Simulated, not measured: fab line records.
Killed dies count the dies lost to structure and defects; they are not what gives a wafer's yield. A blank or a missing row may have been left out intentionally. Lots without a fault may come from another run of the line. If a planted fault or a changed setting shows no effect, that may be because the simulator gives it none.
Which tool did it? -- flow gf180mcu -- 24 lots, 72 wafers sampled, at 1 step of a route of 602

## WHAT THE GAUGES SHOWED, per wafer
GF_V1_RS_MEAS_24: a four-point-probe measurement. Usual: V1_W_RS 0.330 ohm/sq, standard deviation 0.0035.
lot,measured,on,V1_W_RS (ohm/sq),flag
L074,day 18 04:43,film metro-01,0.327 0.323 0.324,
L075,day 18 22:43,film metro-01,0.329 0.327 0.334,
L077,day 19 07:59,film metro-01,0.331 0.325 0.325,
L076,day 19 10:20,film metro-01,0.332 0.333 0.336,
L078,day 19 15:40,film metro-03,0.329 0.332 0.331,
L079,day 20 07:42,film metro-03,0.329 0.328 0.329,
L080,day 20 11:17,film metro-01,0.330 0.324 0.328,
L081,day 21 01:55,film metro-03,0.333 0.335 0.331,
L082,day 21 08:56,film metro-03,0.329 0.332 0.337,
L083,day 21 17:38,film metro-03,0.329 0.328 0.329,
L084,day 22 07:32,film metro-03,0.333 0.331 0.329,
L085,day 22 12:16,film metro-02,0.330 0.330 0.329,
L086,day 22 16:58,film metro-01,0.328 0.330 0.327,
L087,day 23 06:35,film metro-01,0.333 0.332 0.327,
L088,day 23 14:55,film metro-03,0.329 0.332 0.332,
L089,day 23 16:16,film metro-02,0.326 0.325 0.327,
L090,day 23 21:37,film metro-02,0.333 0.331 0.334,
L091,day 24 15:55,film metro-03,0.324 0.325 0.332,
L092,day 24 17:53,film metro-03,0.324 0.330 0.328,
L093,day 24 19:44,film metro-03,0.338 0.336 0.333,
L094,day 25 04:50,film metro-02,0.326 0.324 0.323,
L095,day 26 08:25,film metro-02,0.333 0.329 0.330,
L096,day 26 08:49,film metro-01,0.328 0.327 0.330,
L097,day 26 12:06,film metro-02,0.325 0.330 0.331,

## WHAT TOOL EACH LOT RAN ON (gives the tool, then ch and the chambers of the sampled wafers, and finally the start)
Before these readings, the record contains no process step.

## AS READ BY THE TOOLS THEMSELVES (means over the sampled wafers that have a number; for cases with no such wafer, the mark the record gives instead)
The record holds no such reading with a usual standard deviation.

## THE ANSWER, worked out from the rows above alone
Rule: take the mean of a lot's wafers that have a number; if it is more than 3 standard deviations from the usual mean, the lot is off. A lot without any number at a reading at which 4 lots or more have one is off too. All remaining lots with rows at the step are treated as sound. The gauges are gone through in route order, then the tools' own readings, and for those a lot's mean is taken as printed above. At the first step where some lot is off, the reading lying furthest off is the one used; lots without a number count as furthest.
No lot is off on any of the readings shown, so nothing can be concluded from this.

## WHAT HAD BEEN PUT IN BY THE SIMULATOR
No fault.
